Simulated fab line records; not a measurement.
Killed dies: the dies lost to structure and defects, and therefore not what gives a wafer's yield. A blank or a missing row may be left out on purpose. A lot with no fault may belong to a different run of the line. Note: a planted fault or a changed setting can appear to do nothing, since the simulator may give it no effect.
fab line records | flow sky130
record: lots: 5 wafers: 15 last-day: 50
route steps=708 shown NWELL@61
lots with no fault: from the same line, run without faults
start-h: start of the lot's first displayed wafer, in hours after the record's first day | wait-h: hours from the lot's prior step to this one | " repeats the value in the row above | L1.1+2: several wafers, shown together as one row | - no value, or no start given | * or withheld: withheld | < > ~ a bound
route shown NAME@n: NAME is a module with steps in the file, n the number in the route of the first one | usual: mean/standard deviation taken from wafers without a fault | same: alike in all rows | chamber/n: place in a boat | sites: each site's reading | _std_site: the standard deviation of these | _edge_site: the outer-site mean with the inner-site mean subtracted | radius-mm: for every site, how far away it sits from the centre of the wafer | mask NAME#n: copy n | behind: the most recent tool/chamber to have shaped the wafer | hold: the reason the lot was held/the length of the hold in hours/how it ended | device: which transistor (n, p or np) failed to switch | end of line: the same wafers' tests at the end of the route | for a step that has no rows: nothing shown but its recipe | killed: dies that structure and defects cost at the first sort, which is not the same as the wafer's yield | map: dies across one wafer; x = killed, . = not, _ = none there
set.NAME: the run value of the setting; set.NAME@STEP: its run value at that earlier step | model.NAME: the simulator's own value behind a step, which no gauge read
a table for each step, a row for each wafer; lots at some steps of the route
services: when a tool's chamber went out of use (start-h, in hours from the record's first day, below 0 if earlier), for how many hours, and the reason
== steps ==
step: SKY_NWELL_PEB_08
recipe: temp-c: 115 time-s: withheld
step: SKY_NWELL_DEVELOP_09
recipe: wall-angle-deg: 90 developer: TMAH develop-time-s: 60 dev-temp-c: 23
step: SKY_NWELL_OVL_MEAS_10
usual: NWELL_00_OVL: 0.1/1.5
columns lot.wafer tool chamber start-h wait-h NWELL_00_OVL[nm]
L283.2 overlay-01 - 83.58 - -0.3
L283.4 " - " " -0.3
L283.5 " - " " -0.4
L292.3 overlay-02 - 139.00 - -2.0
L292.4 " - " " -1.1
L292.5 " - " " -1.4
L301.1 overlay-02 - 198.65 - -0.9
L301.4 " - " " -1.1
L301.5 " - " " -1.4
L302.1 overlay-01 - 201.64 - -1.6
L302.3 " - " " -0.5
L302.4 " - " " -2.5
L306.2 overlay-02 - 218.88 - -2.4
L306.4 " - " " -1.2
L306.5 " - " " -2.4
step: SKY_NWELL_IMPLANT_11
recipe: species: P energy-kev: 400 dose-cm2: 1.9e+13 tilt-deg: withheld
step: SKY_NWELL_IMPLANT_12
recipe: species: P energy-kev: 120 dose-cm2: 1.3e+12 tilt-deg: withheld
step: SKY_NWELL_IMPLANT_13
recipe: species: P energy-kev: 50 dose-cm2: 7e+11 tilt-deg: withheld
step: SKY_NWELL_STRIP_14
recipe: chemistry: O2/N2 power-w: 1400 pressure-mtorr: 1500 platen-temp-c: withheld o2-flow-sccm: 3000 n2-flow-sccm: 300 overash-fraction: 0.5
usual: drypump-motor-current-A: 5.7/0.38 oes-product-au: 0.722/0.0049 strip-time-to-endpoint-s: 36.85/0.092
columns lot.wafer tool chamber start-h wait-h drypump-motor-current-A oes-product-au rf-hours-counter-h strip-time-to-endpoint-s
L283.2 plasma-asher-03 0 84.06 0.1 6.0 0.717 40 36.96
L283.4 " 1 " " 5.4 0.719 - 36.87
L283.5 " 0 " " 6.0 0.716 - 36.90
L292.3 plasma-asher-03 1 139.51 0.1 5.4 0.719 - 36.75
L292.4 " 0 " " 6.0 0.719 - 36.94
L292.5 " 0 " " 6.0 0.723 - 36.92
L301.1 plasma-asher-03 1 199.14 0.1 5.4 0.718 52 36.96
L301.4 " 0 " " 6.0 0.719 - 36.91
L301.5 " 0 " " 6.0 0.719 - 36.96
L302.1 plasma-asher-02 0 202.13 0.1 5.8 0.719 37 36.79
L302.3 " 1 " " 4.8 0.715 - 36.74
L302.4 " 0 " " 5.8 0.724 - 36.75
L306.2 plasma-asher-03 0 219.36 0.1 6.0 0.727 53 36.79
L306.4 " 1 " " 5.4 0.731 - 36.90
L306.5 " 0 " " 6.0 0.720 - 36.75
step: SKY_NWELL_TW_MEAS_15
usual: NWELL_TW: 1831/17
columns lot.wafer tool chamber start-h wait-h NWELL_TW
L283.2 film-metro-02 - 84.17 0.1 1843
L283.4 " - " " 1844
L283.5 " - " " 1839
L292.3 film-metro-02 - 139.60 0.1 1837
L292.4 " - " " 1830
L292.5 " - " " 1840
L301.1 film-metro-03 - 199.24 0.1 1837
L301.4 " - " " 1827
L301.5 " - " " 1836
L302.1 film-metro-02 - 202.23 0.1 1848
L302.3 " - " " 1845
L302.4 " - " " 1847
L306.2 film-metro-02 - 219.47 0.1 1837
L306.4 " - " " 1845
L306.5 " - " " 1846
step: SKY_NWELL_DEHYDRATE_16
recipe: temp-c: 200 time-s: 60
step: SKY_NWELL_HMDS_17
recipe: prime-time-s: 60 prime-temp-c: 120
step: SKY_NWELL_COAT_18
recipe: spin-rpm: 2000 resist-thk-nm: 3000
step: SKY_NWELL_SOFTBAKE_19
recipe: temp-c: 110 time-s: withheld
step: SKY_NWELL_EXPOSE_20
recipe: mask-id: NWM_COMPLEMENT na: 0.6 source-shape: conventional sigma-outer: 0.6 polarization: unpolarized target-cd-nm: 840 dose-mj: 260
usual: reticle-temp-C: 23.00/0.11
columns lot.wafer tool chamber start-h wait-h mask reticle-temp-C
L283.2 iline-stepper-02 0 93.27 - NWM_COMPLEMENT#0 23.10
L283.4 " 0 " " NWM_COMPLEMENT#0 22.94
L283.5 " 0 " " NWM_COMPLEMENT#0 23.10
L292.3 iline-stepper-01 0 149.71 - HVTPM#0 22.98
L292.4 " 0 " " HVTPM#0 23.00
L292.5 " 0 " " HVTPM#0 23.06
L301.1 iline-stepper-01 0 210.14 - NWM_COMPLEMENT#0 23.23
L301.4 " 0 " " NWM_COMPLEMENT#0 23.08
L301.5 " 0 " " NWM_COMPLEMENT#0 23.10
L302.1 iline-stepper-02 0 213.37 - NWM_COMPLEMENT#0 22.96
L302.3 " 0 " " NWM_COMPLEMENT#0 22.80
L302.4 " 0 " " NWM_COMPLEMENT#0 22.88
L306.2 iline-stepper-01 0 230.49 - NWM_COMPLEMENT#0 22.87
L306.4 " 0 " " NWM_COMPLEMENT#0 23.04
L306.5 " 0 " " NWM_COMPLEMENT#0 22.94
step: SKY_NWELL_PEB_21
recipe: temp-c: 115 time-s: withheld
step: SKY_NWELL_DEVELOP_22
recipe: wall-angle-deg: 90 developer: TMAH develop-time-s: 60 dev-temp-c: 23
step: SKY_NWELL_OVL_MEAS_23
usual: NWELL_01_OVL: -0.4/1.1
columns lot.wafer tool chamber start-h wait-h NWELL_01_OVL[nm]
L283.2 overlay-02 - 101.51 - -1.9
L283.4 " - " " -1.9
L283.5 " - " " -2.2
L292.3 overlay-01 - 159.50 - -
L292.4 " - " " -
L292.5 " - " " -
L301.1 overlay-02 - 220.97 - -1.7
L301.4 " - " " -1.6
L301.5 " - " " -0.2
L302.1 overlay-01 - 224.42 - 0.3
L302.3 " - " " 1.3
L302.4 " - " " 2.3
L306.2 overlay-01 - 242.01 - -1.7
L306.4 " - " " -2.3
L306.5 " - " " -1.1
step: SKY_NWELL_IMPLANT_24
recipe: species: B energy-kev: 140 dose-cm2: 9.2e+12 tilt-deg: withheld
step: SKY_NWELL_STRIP_25
recipe: chemistry: O2/N2 power-w: 1400 pressure-mtorr: 1500 platen-temp-c: withheld o2-flow-sccm: 3000 n2-flow-sccm: 300 overash-fraction: 0.5
usual: drypump-motor-current-A: 5.6/0.41 oes-product-au: 0.722/0.0043 strip-time-to-endpoint-s: 36.91/0.11
columns lot.wafer tool chamber start-h wait-h drypump-motor-current-A oes-product-au rf-hours-counter-h strip-time-to-endpoint-s
L283.2 plasma-asher-03 1 101.69 0.1 5.4 0.728 42 36.93
L283.4 " 0 " " 6.0 0.722 - 36.93
L283.5 " 0 " " 6.0 0.716 - 36.97
L292.3 plasma-asher-01 1 159.71 0.1 5.5 0.718 - 36.95
L292.4 " 0 " " 6.1 0.718 - 36.96
L292.5 " 0 " " 6.2 0.714 - 36.92
L301.1 plasma-asher-03 0 221.16 0.1 6.0 0.724 54 36.80
L301.4 " 0 " " 6.0 0.718 - 36.76
L301.5 " 1 " " 5.4 0.726 - 36.74
L302.1 plasma-asher-01 0 224.61 0.1 6.1 0.732 10 36.92
L302.3 " 0 " " 6.1 0.723 - 36.83
L302.4 " 1 " " 5.5 0.727 - 36.80
L306.2 plasma-asher-01 0 242.19 0.1 6.1 0.724 12 36.89
L306.4 " 1 " " 5.6 0.715 - 36.82
L306.5 " 0 " " 6.1 0.723 - 36.78
step: SKY_NWELL_TW_MEAS_26
usual: NWELL_2_TW: 499/4.3
columns lot.wafer tool chamber start-h wait-h NWELL_2_TW
L283.2 film-metro-04 - 101.80 0.1 492
L283.4 " - " " 491
L283.5 " - " " 494
L292.3 film-metro-03 - 159.80 0.1 30
L292.4 " - " " 30
L292.5 " - " " 30
L301.1 film-metro-03 - 221.26 0.1 498
L301.4 " - " " 501
L301.5 " - " " 501
L302.1 film-metro-02 - 224.71 0.1 503
L302.3 " - " " 506
L302.4 " - " " 502
L306.2 film-metro-04 - 242.30 0.1 494
L306.4 " - " " 491
L306.5 " - " " 494
step: SKY_NWELL_CLEAN_27
recipe: chemistry: SC1/SC2 mix: 1:4:20 temp-c: 70 time-s: 150 dry: n2-spin
== services ==
columns tool chamber start-h hours kind
plasma-asher-01 - 108.75 9.0 pm
plasma-asher-01 0 108.75 9.0 vent-cycle
plasma-asher-01 1 108.75 9.0 vent-cycle
plasma-asher-01 0 117.75 - clean
plasma-asher-01 1 117.75 - clean
plasma-asher-01 - 127.13 7.5 pm
iline-stepper-02 - 161.04 4.4 pm
plasma-asher-02 - 170.31 2.8 pm
iline-stepper-02 - 194.48 1.7 repair
plasma-asher-02 - 226.23 2.9 repair
plasma-asher-03 - 236.25 8.5 repair
== key ==
first-sign: step: SKY_NWELL_EXPOSE_20 reading: mask direction: changed
effect: step: SKY_NWELL_OVL_MEAS_23 reading: NWELL_01_OVL direction: missing
effect: step: SKY_NWELL_TW_MEAS_26 reading: NWELL_2_TW direction: down sigmas: 99+ usual: 499 struck: 30
met-at SKY_NWELL_EXPOSE_20
struck-wafers L292.3,L292.4,L292.5
sort-left-out L292.3,L292.4,L292.5
tester-left-out L292
fault: kind: wrong-mask tool: any chamber: - onset-h: 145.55 steps: SKY_NWELL_EXPOSE_20 aux-copy: HVTPM#0 scope: struck-lots-only
tester-left-out: of these lots the tester's yield and bins aren't shown, on N5 and GAA mostly nor the transistor test; their killed dies are dies lost to structure and defects alone, not to doping, threshold or leakage, so they don't give the yield
sort-left-out: the simulated sort isn't trusted on such a fault, so these wafers' sort isn't shown, and their yield isn't known
